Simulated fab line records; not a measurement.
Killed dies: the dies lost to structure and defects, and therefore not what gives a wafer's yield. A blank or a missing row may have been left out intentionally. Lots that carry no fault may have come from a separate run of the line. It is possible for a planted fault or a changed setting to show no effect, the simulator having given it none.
Chamber matching / flow sky130 / SKY_VIA3_CMP_02 on cmp-01: 4 sister chambers
The step polishes SiO2. 8 wafers are shown with their chamber, then 12 later ones without.

WAFERS, EACH WITH ITS CHAMBER
wafer=L087.2; chamber=1; motor_current_A (A)=12.5
wafer=L088.1; chamber=0; motor_current_A (A)=11.9
wafer=L088.4; chamber=1; motor_current_A (A)=12.4
wafer=L090.5; chamber=2; motor_current_A (A)=15.0
wafer=L090.6; chamber=3; motor_current_A (A)=13.0
wafer=L091.2; chamber=0; motor_current_A (A)=12.0
wafer=L091.4; chamber=2; motor_current_A (A)=14.7
wafer=L091.6; chamber=3; motor_current_A (A)=13.3

WAFERS MISSING THEIR CHAMBER
wafer=L093.3; motor_current_A (A)=15.0
wafer=L093.4; motor_current_A (A)=13.4
wafer=L093.6; motor_current_A (A)=14.7
wafer=L094.1; motor_current_A (A)=12.8
wafer=L094.3; motor_current_A (A)=14.3
wafer=L094.4; motor_current_A (A)=11.8
wafer=L096.2; motor_current_A (A)=13.0
wafer=L096.4; motor_current_A (A)=14.7
wafer=L096.6; motor_current_A (A)=11.9
wafer=L097.1; motor_current_A (A)=11.8
wafer=L097.3; motor_current_A (A)=15.0
wafer=L097.4; motor_current_A (A)=12.2

WHICH CHAMBER EACH ONE RAN IN
wafer=L093.3; from the rows above=2; in truth=2
wafer=L093.4; from the rows above=3; in truth=3
wafer=L093.6; from the rows above=2; in truth=2
wafer=L094.1; from the rows above=can't be placed: 3 or 1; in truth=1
wafer=L094.3; from the rows above=2; in truth=2
wafer=L094.4; from the rows above=0; in truth=0
wafer=L096.2; from the rows above=3; in truth=3
wafer=L096.4; from the rows above=2; in truth=2
wafer=L096.6; from the rows above=0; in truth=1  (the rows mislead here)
wafer=L097.1; from the rows above=0; in truth=0
wafer=L097.3; from the rows above=2; in truth=2
wafer=L097.4; from the rows above=can't be placed: 0 or 1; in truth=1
Correct placement for 9 of the 12. These rows do not allow placing 2 (true chamber among the candidates in 2). Wrongly placed: 1.
How it was worked out, from the rows above alone: a wafer's distance from a chamber is the root of the sum, over the readings, of the square of ((its reading less the chamber's mean) divided by the reading's scatter). The wafer belongs to the nearest chamber; if the next one is less than 2 further off, it can't be placed. A chamber's mean is the mean of its shown wafers. The scatter is the square root of a quotient: the sum, over the shown wafers, of each reading's squared deviation from its chamber's mean, divided by wafers minus chambers.
